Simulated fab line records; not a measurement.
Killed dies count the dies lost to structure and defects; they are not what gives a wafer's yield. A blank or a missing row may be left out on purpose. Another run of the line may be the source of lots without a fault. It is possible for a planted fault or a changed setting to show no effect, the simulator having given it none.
Which tool did it?	flow sky130	12 lots, 36 wafers sampled, at 5 steps of a route of 708

## WHAT EACH GAUGE READ, for each wafer
SKY_VIA1_RS_MEAS_22: a four-point-probe measurement.
lot	measured	on	VIA1_W_RS (ohm/sq)
L854	day 34 05:07	film-metro-01	0.435 0.432 0.432
L855	day 34 13:55	film-metro-01	0.419 0.413 0.419
L857	day 35 14:14	film-metro-04	0.423 0.424 0.425
L859	day 35 23:01	film-metro-04	0.426 0.424 0.430
L860	day 36 06:16	film-metro-02	0.416 0.424 0.423
L861	day 36 10:21	film-metro-01	0.428 0.421 0.432
L862	day 36 22:17	film-metro-01	0.420 0.425 0.430
L863	day 37 03:49	film-metro-04	0.425 0.413 0.422
L864	day 37 12:56	film-metro-01	0.430 0.430 0.423
L865	day 38 03:28	film-metro-01	0.416 0.416 0.421
L868	day 38 20:28	film-metro-01	0.415 0.421 0.419
L870	day 39 10:30	film-metro-04	0.429 0.432 0.430

SKY_VIA1_THK_MEAS_23: measures by xrf.
lot	measured	on	VIA1_W_THK (nm)
L854	day 34 05:14	film-metro-01	267 269 270
L855	day 34 14:02	film-metro-01	276 281 277
L857	day 35 14:20	film-metro-04	273 273 272
L859	day 35 23:07	film-metro-04	272 271 269
L860	day 36 06:23	film-metro-02	279 275 277
L861	day 36 10:28	film-metro-01	270 273 266
L862	day 36 22:24	film-metro-01	276 273 268
L863	day 37 03:56	film-metro-04	272 280 276
L864	day 37 13:02	film-metro-01	269 268 272
L865	day 38 03:35	film-metro-01	280 279 276
L868	day 38 20:35	film-metro-01	280 276 276
L870	day 39 10:37	film-metro-04	268 267 268

SKY_VIA2_THK_MEAS_01.
lot	measured	on	VIA2_HDPCVD_THK (nm)
L854	day 35 09:05	film-metro-01	1168 1176 1170
L855	day 35 17:32	film-metro-01	1182 1182 1185
L857	day 36 17:29	film-metro-03	1196 1185 1164
L859	day 37 02:41	film-metro-04	1164 1167 1190
L860	day 37 09:59	film-metro-03	1185 1190 1189
L861	day 37 14:07	film-metro-03	1186 1163 1187
L862	day 38 01:56	film-metro-03	1167 1194 1177
L863	day 38 07:41	film-metro-04	1167 1173 1177
L864	day 38 16:11	film-metro-01	1205 1201 1186
L865	day 39 05:40	film-metro-03	1201 1208 1176
L868	day 39 22:45	film-metro-03	1208 1194 2183
L870	day 40 13:10	film-metro-04	1207 1196 2184

SKY_VIA2_BOW_MEAS_03.
lot	measured	on	VIA2_BOW (um)
L854	day 35 09:28	film-metro-03	84 95 88
L855	day 35 17:54	film-metro-04	78 73 89
L857	day 36 17:56	film-metro-03	100 106 100
L859	day 37 03:04	film-metro-03	86 91 93
L860	day 37 10:21	film-metro-03	100 103 90
L861	day 37 14:29	film-metro-04	86 90 93
L862	day 38 02:31	film-metro-03	86 84 83
L863	day 38 08:07	film-metro-03	80 92 88
L864	day 38 16:33	film-metro-04	89 85 87
L865	day 39 06:02	film-metro-03	70 78 89
L868	day 39 23:07	film-metro-03	103 95 97
L870	day 40 13:32	film-metro-03	94 94 87

## WHAT TOOL EACH LOT RAN ON (gives the tool, then ch and the chambers of the sampled wafers, and finally the start)
lot	SKY_VIA2_HDPCVD_00
L854	hdpcvd-01 ch 0,1, day 35 08:57
L855	hdpcvd-02 ch 0,2, day 35 17:25
L857	hdpcvd-02 ch 0,1, day 36 17:17
L859	hdpcvd-01 ch 0,2, day 37 02:32
L860	hdpcvd-02 ch 0,1,2, day 37 09:52
L861	hdpcvd-02 ch 0,1, day 37 13:59
L862	hdpcvd-01 ch 0,2, day 38 01:47
L863	hdpcvd-01 ch 0,1, day 38 07:33
L864	hdpcvd-01 ch 0,2, day 38 16:03
L865	hdpcvd-01 ch 1,2, day 39 05:32
L868	hdpcvd-01 ch 1,2, day 39 22:38
L870	hdpcvd-01 ch 0,1,2, day 40 13:02
- SKY_VIA2_HDPCVD_00: deposits SiO2, target thk 1180 nm, time 196.7 s.

## WHAT THE TOOLS THEMSELVES READ (means of the sampled wafers that have a number; where no wafer has one, the mark that the record gives instead)
SKY_VIA2_HDPCVD_00.
lot	tool	sih4-flow-sccm (sccm)
L854	hdpcvd-01	60.01
L855	hdpcvd-02	60.06
L857	hdpcvd-02	60.09
L859	hdpcvd-01	59.95
L860	hdpcvd-02	60.04
L861	hdpcvd-02	60.00
L862	hdpcvd-01	59.90
L863	hdpcvd-01	59.93
L864	hdpcvd-01	60.10
L865	hdpcvd-01	59.85
L868	hdpcvd-01	59.68
L870	hdpcvd-01	59.86

## THE ANSWER, worked out from the rows above alone
Rule: the usual values come from the lots themselves. Put in order of their means at a reading, lots are off if they are a third of the lots or fewer, leave a main group of 4 or more, and stand apart from it by a gap of 3 or more times the standard deviation of the main group's means; of several such gaps the widest counts. A main group whose means are all the same, to the digits that the tables above print for the reading, isn't used. Also off: a lot with no number at a reading for which 4 or more lots have one. Where the step has rows for the other lots, those lots are counted as sound. Order of review: gauges by route order, followed by the tools' own readings, for which a lot's mean as printed above is used. The first step at which some lot is off is used, and at that step the reading that is off furthest; a lot without a number counts as furthest.
Off: L868, L870, at SKY_VIA2_THK_MEAS_01 (VIA2_HDPCVD_THK). The main group has a mean of 1182 nm with a standard deviation of 8.6.
If a tool, at a process step before that reading, ran all the lots that are off and no sound lot after the first of them, it fits. Gauges at SKY_VIA2_THK_MEAS_01: tried the same way as those tools. One candidate fits, namely hdpcvd-01 at SKY_VIA2_HDPCVD_00. A fault onset in the window from L865 (day 39 05:32, its last sound lot) to L868 (day 39 22:38, its first lot off) fits.

## WHAT THE SIMULATOR HAD PUT IN
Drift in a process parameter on hdpcvd-01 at SKY_VIA2_HDPCVD_00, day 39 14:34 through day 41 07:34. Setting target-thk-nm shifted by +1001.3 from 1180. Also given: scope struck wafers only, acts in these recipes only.
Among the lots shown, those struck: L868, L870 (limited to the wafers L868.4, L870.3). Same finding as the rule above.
